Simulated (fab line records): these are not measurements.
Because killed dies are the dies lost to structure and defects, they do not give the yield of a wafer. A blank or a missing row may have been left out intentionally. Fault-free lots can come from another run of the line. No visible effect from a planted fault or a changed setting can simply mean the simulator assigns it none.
fab line records	flow sky130
record: lots: 11	wafers: 33	lastDay: 51
route steps=708 shown FIELD_ISO@17 PWDE@52 SPACER@305
lots that met no fault: taken from a fault-free run of the same line
startH: hours from the record's first day to the start of the lot's first wafer shown	waitH: time in hours since the lot's previous step	" identical to the entry in the row above	L1.1+2: one row covering several wafers at once	- no value, or no start given	* or withheld: withheld	< > ~ a bound
route shown NAME@n: names a module that has steps shown in the file, with the first one's number in the route	usual: the fault-free wafers' mean and standard deviation	same: alike in all rows	chamber/n: place in a boat	sites: the reading at each site	_std_site: their standard deviation	_edge_site: inner sites' mean taken away from outer sites' mean	radiusMm: for every site, how far away it sits from the centre of the wafer	mask NAME#n: copy n	behind: tool/chamber where the wafer was last shaped	hold: why the lot was held/for how many hours/how that ended	device: the n, p or np transistor that did not switch	end of line: the same wafers' tests at the end of the route	a step with no rows: only its recipe	killed: the dies lost at the first sort to structure and to defects; this is not the yield of the wafer	map: the dies of a wafer, with x for killed, . for not killed, _ for no die there
set.NAME: the setting as run; set.NAME@STEP: as run at that earlier step	model.NAME: the simulator's own value behind a step, which no gauge read
one table for each step of the route and one row for each wafer, over a sample of lots
services: when a tool's chamber went out of use (startH, in hours from the record's first day, below 0 if earlier), for how many hours, and the reason
== steps ==
step: SKY_FIELD_ISO_STRIP_16
recipe: chemistry: O2/N2	powerW: 1419	pressureMtorr: 1500	platenTempC: withheld	o2FlowSccm: 3000	n2FlowSccm: 300	overashFraction: 0.5
usual: drypumpMotorCurrentA: 5.6/0.34	o2FlowSccm: 3001/10	oesProductAu: 0.377/0.0043	stripTimeToEndpointS: 3.49/0.035
lot.wafer	tool	chamber	startH	waitH	drypumpMotorCurrentA	o2FlowSccm	oesProductAu	rfHoursCounterH	stripTimeToEndpointS
L521.1	plasmaAsher-01	1	34.47	0.0	5.7	3000	0.368	34	3.46
L521.3	"	0	"	"	5.0	3002	0.374	-	3.42
L521.5	"	0	"	"	5.0	3003	0.375	-	3.45
L522.2	plasmaAsher-04	0	40.62	0.0	6.2	3000	0.379	35	3.57
L522.5	"	0	"	"	6.2	3006	0.378	-	3.53
L522.6	"	1	"	"	5.7	2991	0.383	-	3.52
L526.1	plasmaAsher-04	1	63.77	0.0	5.7	3014	0.378	37	3.47
L526.2	"	0	"	"	6.1	3000	0.380	37	3.55
L526.5	"	1	"	"	5.7	3006	0.384	-	3.45
L527.1	plasmaAsher-01	0	70.37	0.0	5.0	2993	0.374	37	3.53
L527.4	"	0	"	"	5.0	2991	0.377	-	3.48
L527.5	"	1	"	"	5.7	3003	0.378	-	3.53
L528.1	plasmaAsher-03	0	75.22	0.0	5.7	2990	0.378	25	3.56
L528.3	"	0	"	"	5.7	3006	0.372	-	3.51
L528.6	"	1	"	"	5.6	2997	0.372	-	3.51
L529.2	plasmaAsher-01	1	77.02	0.0	5.7	3003	0.380	38	3.52
L529.4	"	1	"	"	5.7	3002	0.374	-	3.46
L529.6	"	1	"	"	5.6	3006	0.373	-	3.44
L530.1	plasmaAsher-03	0	82.82	0.0	5.7	3011	0.373	25	3.46
L530.5	"	1	"	"	5.6	3009	0.373	-	3.51
L530.6	"	0	"	"	5.7	2980	0.379	-	3.42
L531.4	plasmaAsher-03	1	86.40	0.1	5.6	2989	0.379	-	3.53
L531.5	"	1	"	"	5.6	2995	0.376	-	3.46
L531.6	"	0	"	"	5.6	3010	0.384	-	3.55
L533.2	plasmaAsher-03	0	96.87	0.0	5.7	2990	0.382	27	3.48
L533.4	"	1	"	"	5.6	3029	0.378	-	3.50
L533.6	"	0	"	"	5.7	3006	0.376	-	3.51
L540.1	plasmaAsher-01	0	133.52	0.0	5.0	2997	0.373	44	3.45
L540.3	"	0	"	"	5.0	3004	0.369	-	3.49
L540.5	"	0	"	"	5.0	2994	0.373	-	3.52
L542.2	plasmaAsher-04	1	143.57	0.0	5.7	3011	0.380	45	3.49
L542.5	"	0	"	"	6.2	3002	0.383	-	3.54
L542.6	"	1	"	"	5.7	3018	0.377	-	3.45
step: SKY_PWDE_OVL_MEAS_07
usual: PWDE_OVL: -1.4/1.2
lot.wafer	tool	chamber	startH	waitH	PWDE_OVL[nm]
L521.1	overlay-02	-	80.38	-	-2.2
L521.3	"	-	"	"	-2.8
L521.5	"	-	"	"	-2.1
L522.2	overlay-02	-	87.56	-	-1.8
L522.5	"	-	"	"	-2.1
L522.6	"	-	"	"	-1.3
L526.1	overlay-01	-	106.85	-	-2.1
L526.2	"	-	"	"	-2.1
L526.5	"	-	"	"	-1.2
L527.1	overlay-01	-	112.65	-	-3.2
L527.4	"	-	"	"	-3.3
L527.5	"	-	"	"	-2.9
L528.1	overlay-02	-	120.50	-	-0.2
L528.3	"	-	"	"	-0.9
L528.6	"	-	"	"	0.9
L529.2	overlay-02	-	121.31	-	-1.4
L529.4	"	-	"	"	-1.6
L529.6	"	-	"	"	-3.8
L530.1	overlay-02	-	127.63	-	-2.3
L530.5	"	-	"	"	-2.4
L530.6	"	-	"	"	-2.3
L531.4	overlay-01	-	131.97	-	-1.3
L531.5	"	-	"	"	-2.5
L531.6	"	-	"	"	-2.1
L533.2	overlay-02	-	145.75	-	-1.6
L533.4	"	-	"	"	-3.0
L533.6	"	-	"	"	-3.5
L540.1	overlay-02	-	183.40	-	-0.5
L540.3	"	-	"	"	-2.0
L540.5	"	-	"	"	-2.0
L542.2	overlay-02	-	197.99	-	-0.9
L542.5	"	-	"	"	-0.5
L542.6	"	-	"	"	0.1
step: SKY_PWDE_IMPLANT_08
recipe: species: B	energyKev: 150	doseCm2: 3.6e+12	tiltDeg: withheld
usual: beamOnS: 9.97/0.19	endStationPressureTorr: 4.97e-06/2.8e-07	faradayCurrentUA: 20.4/0.39
lot.wafer	tool	chamber	startH	waitH	beamOnS	endStationPressureTorr	faradayCurrentUA
L521.1	implanter-02	0	80.42	0.0	9.76	5.08e-06	20.7
L521.3	"	0	"	"	10.05	5.44e-06	20.2
L521.5	"	0	"	"	9.88	5.13e-06	20.6
L522.2	implanter-02	0	87.62	0.0	9.62	5.29e-06	21.1
L522.5	"	0	"	"	9.83	4.85e-06	20.6
L522.6	"	0	"	"	9.78	4.68e-06	20.8
L526.1	implanter-02	0	106.89	0.0	10.16	4.92e-06	20.0
L526.2	"	0	"	"	9.86	5.65e-06	20.6
L526.5	"	0	"	"	9.65	5.39e-06	21.0
L527.1	implanter-01	0	112.69	0.0	9.99	5.46e-06	20.4
L527.4	"	0	"	"	10.14	4.89e-06	20.0
L527.5	"	0	"	"	10.03	4.77e-06	20.3
L528.1	implanter-02	0	120.54	0.0	9.61	5.06e-06	21.0
L528.3	"	0	"	"	9.75	4.96e-06	20.9
L528.6	"	0	"	"	9.86	4.91e-06	20.5
L529.2	implanter-02	0	121.37	0.0	9.95	5.03e-06	20.4
L529.4	"	0	"	"	10.12	4.58e-06	20.1
L529.6	"	0	"	"	10.13	5e-06	20.2
L530.1	implanter-04	0	127.67	0.0	9.69	4.94e-06	20.9
L530.5	"	0	"	"	10.36	4.95e-06	19.6
L530.6	"	0	"	"	10.02	5.24e-06	20.4
L531.4	implanter-01	0	132.06	0.1	10.36	5.09e-06	19.6
L531.5	"	0	"	"	9.93	4.79e-06	20.5
L531.6	"	0	"	"	9.69	5.21e-06	21.0
L533.2	implanter-01	0	145.81	0.0	10.07	4.71e-06	20.2
L533.4	"	0	"	"	10.09	4.98e-06	20.1
L533.6	"	0	"	"	9.88	4.7e-06	20.6
L540.1	implanter-02	0	183.43	0.0	10.91	7.385e-05	18.1
L540.3	"	0	"	"	11.66	7.722e-05	17.0
L540.5	"	0	"	"	11.02	7.879e-05	18.0
L542.2	implanter-02	0	198.04	0.0	11.10	8.297e-05	17.8
L542.5	"	0	"	"	11.29	7.167e-05	17.5
L542.6	"	0	"	"	11.51	7.537e-05	17.2
step: SKY_PWDE_TW_MEAS_10
usual: PWDE_TW: 375.2/2
lot.wafer	tool	chamber	startH	waitH	hold	PWDE_TW
L521.1	filmMetro-01	-	80.67	0.1	-	378.0
L521.3	"	-	"	"	-	376.7
L521.5	"	-	"	"	-	378.1
L522.2	filmMetro-01	-	87.85	0.1	-	376.9
L522.5	"	-	"	"	-	378.2
L522.6	"	-	"	"	-	374.8
L526.1	filmMetro-04	-	107.14	0.1	-	374.6
L526.2	"	-	"	"	-	372.0
L526.5	"	-	"	"	-	375.4
L527.1	filmMetro-02	-	112.94	0.1	-	378.1
L527.4	"	-	"	"	-	376.5
L527.5	"	-	"	"	-	376.9
L528.1	filmMetro-01	-	120.79	0.1	-	374.4
L528.3	"	-	"	"	-	374.5
L528.6	"	-	"	"	-	372.0
L529.2	filmMetro-04	-	121.60	0.1	-	374.0
L529.4	"	-	"	"	-	376.7
L529.6	"	-	"	"	-	375.2
L530.1	filmMetro-01	-	127.92	0.1	-	376.4
L530.5	"	-	"	"	-	376.5
L530.6	"	-	"	"	-	378.1
L531.4	filmMetro-02	-	132.26	0.1	-	376.0
L531.5	"	-	"	"	-	376.4
L531.6	"	-	"	"	-	375.2
L533.2	filmMetro-04	-	146.04	0.1	-	377.3
L533.4	"	-	"	"	-	374.5
L533.6	"	-	"	"	-	375.1
L540.1	filmMetro-04	-	183.68	0.1	awaitDispo/0.2h/release	387.9
L540.3	"	-	"	"	awaitDispo/0.2h/release	384.9
L540.5	"	-	"	"	awaitDispo/0.2h/release	387.3
L540.1	filmMetro-04	-	183.91	0.2	-	387.3
L540.3	"	-	"	"	-	385.5
L540.5	"	-	"	"	-	387.1
L542.2	filmMetro-01	-	198.28	0.1	awaitDispo/0.2h/release	387.5
L542.5	"	-	"	"	awaitDispo/0.2h/release	385.0
L542.6	"	-	"	"	awaitDispo/0.2h/release	387.1
L542.2	filmMetro-01	-	198.50	0.2	-	387.3
L542.5	"	-	"	"	-	386.5
L542.6	"	-	"	"	-	389.2
step: SKY_NWELL_RS_MEAS_31
recipe: thkMeasGauge: four-point-probe
usual: PWDE_RS: 5276/15
lot.wafer	tool	chamber	startH	waitH	hold	PWDE_RS[ohm/sq]
L521.1	filmMetro-01	-	118.27	0.1	-	5276
L521.3	"	-	"	"	-	5266
L521.5	"	-	"	"	-	5262
L522.2	filmMetro-04	-	125.86	0.1	-	5263
L522.5	"	-	"	"	-	5269
L522.6	"	-	"	"	-	5269
L526.1	filmMetro-04	-	146.99	0.1	-	5272
L526.2	"	-	"	"	-	5259
L526.5	"	-	"	"	-	5248
L527.1	filmMetro-01	-	153.14	0.1	-	5275
L527.4	"	-	"	"	-	5284
L527.5	"	-	"	"	-	5282
L528.1	filmMetro-01	-	161.44	0.1	-	5270
L528.3	"	-	"	"	-	5279
L528.6	"	-	"	"	-	5280
L529.2	filmMetro-02	-	162.26	0.1	-	5282
L529.4	"	-	"	"	-	5295
L529.6	"	-	"	"	-	5292
L530.1	filmMetro-02	-	169.28	0.1	-	5279
L530.5	"	-	"	"	-	5276
L530.6	"	-	"	"	-	5286
L531.4	filmMetro-02	-	173.58	0.1	-	5285
L531.5	"	-	"	"	-	5272
L531.6	"	-	"	"	-	5284
L533.2	filmMetro-04	-	188.16	0.1	-	5267
L533.4	"	-	"	"	-	5263
L533.6	"	-	"	"	-	5270
L540.1	filmMetro-02	-	228.54	0.1	awaitDispo/0.2h/release	4801
L540.3	"	-	"	"	awaitDispo/0.2h/release	4800
L540.5	"	-	"	"	awaitDispo/0.2h/release	4804
L540.1	filmMetro-02	-	228.82	0.3	-	4794
L540.3	"	-	"	"	-	4808
L540.5	"	-	"	"	-	4801
L542.2	filmMetro-01	-	245.26	0.1	awaitDispo/0.2h/release	4799
L542.5	"	-	"	"	awaitDispo/0.2h/release	4795
L542.6	"	-	"	"	awaitDispo/0.2h/release	4801
L542.2	filmMetro-01	-	245.54	0.3	-	4802
L542.5	"	-	"	"	-	4812
L542.6	"	-	"	"	-	4806
step: SKY_SPACER_THK_MEAS_01
recipe: reads: Si3N4_of_SPACER_CVD_00
usual: SPACER_CVD_00_THK: 42.9/0.39
lot.wafer	tool	chamber	startH	waitH	SPACER_CVD_00_THK[nm]
L521.1	filmMetro-01	-	558.05	0.0	43.3
L521.3	"	-	"	"	43.3
L521.5	"	-	"	"	43.6
L522.2	filmMetro-02	-	571.49	0.0	43.0
L522.5	"	-	"	"	42.9
L522.6	"	-	"	"	42.8
L526.1	filmMetro-01	-	602.31	0.0	43.3
L526.2	"	-	"	"	43.3
L526.5	"	-	"	"	43.0
L527.1	filmMetro-02	-	610.77	0.0	43.1
L527.4	"	-	"	"	42.8
L527.5	"	-	"	"	43.2
L528.1	filmMetro-04	-	613.66	0.0	43.2
L528.3	"	-	"	"	43.0
L528.6	"	-	"	"	42.7
L529.2	filmMetro-01	-	617.71	0.0	42.9
L529.4	"	-	"	"	42.8
L529.6	"	-	"	"	43.1
L530.1	filmMetro-01	-	627.14	0.0	43.4
L530.5	"	-	"	"	43.1
L530.6	"	-	"	"	42.6
L531.4	filmMetro-01	-	636.19	0.0	43.4
L531.5	"	-	"	"	43.1
L531.6	"	-	"	"	43.1
L533.2	filmMetro-04	-	658.31	0.0	42.5
L533.4	"	-	"	"	42.6
L533.6	"	-	"	"	42.3
L540.1	filmMetro-01	-	706.70	0.0	42.9
L540.3	"	-	"	"	42.7
L540.5	"	-	"	"	42.9
L542.2	filmMetro-01	-	725.97	0.0	42.8
L542.5	"	-	"	"	43.1
L542.6	"	-	"	"	42.8
== services ==
tool	chamber	startH	hours	kind
plasmaAsher-01	-	47.06	0.3	repair
implanter-04	-	50.56	5.1	repair
plasmaAsher-03	-	66.24	0.5	repair
implanter-02	-	68.32	6.0	repair
plasmaAsher-03	-	89.54	1.5	repair
plasmaAsher-04	-	139.27	1.2	repair
implanter-01	-	159.42	2.2	repair
implanter-01	-	179.77	2.3	repair
implanter-02	-	192.32	0.9	repair
== key ==
firstSign: step: SKY_PWDE_IMPLANT_08	reading: endStationPressureTorr	direction: up	sigmas: 99+	usual: 4.97e-06	struck: 7.665e-05
effect: step: SKY_PWDE_IMPLANT_08	reading: faradayCurrentUA	direction: down	sigmas: 7.2	usual: 20.4	struck: 17.6
effect: step: SKY_PWDE_TW_MEAS_10	reading: visit	direction: added
effect: step: SKY_PWDE_TW_MEAS_10	reading: PWDE_TW	direction: up	sigmas: 5.6	usual: 375.2	struck: 386.6
effect: step: SKY_NWELL_RS_MEAS_31	reading: PWDE_RS	direction: down	sigmas: 31	usual: 5276	struck: 4800
metAt SKY_PWDE_IMPLANT_08
struckLots L540,L542
testerLeftOut L540,L542
notActingAt SKY_FIELD_ISO_STRIP_16,SKY_PWDE_OVL_MEAS_07,SKY_SPACER_THK_MEAS_01
onsetBetween 121.37 183.43
fault: kind: processParameterDrift	tool: implanter-02	chamber: -	onsetH: 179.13	steps: SKY_PWDE_IMPLANT_08	channel: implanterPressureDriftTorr	offset: 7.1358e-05	shape: step	endH: 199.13
fault: kind: processParameterDrift	tool: implanter-02	chamber: -	onsetH: 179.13	steps: SKY_PWDE_IMPLANT_08	channel: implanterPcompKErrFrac	offset: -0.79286	shape: step	endH: 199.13
testerLeftOut: of these lots the tester's yield and bins aren't shown, on N5 and GAA mostly nor the transistor test; their killed dies are dies lost to structure and defects alone, not to doping, threshold or leakage, so they don't give the yield
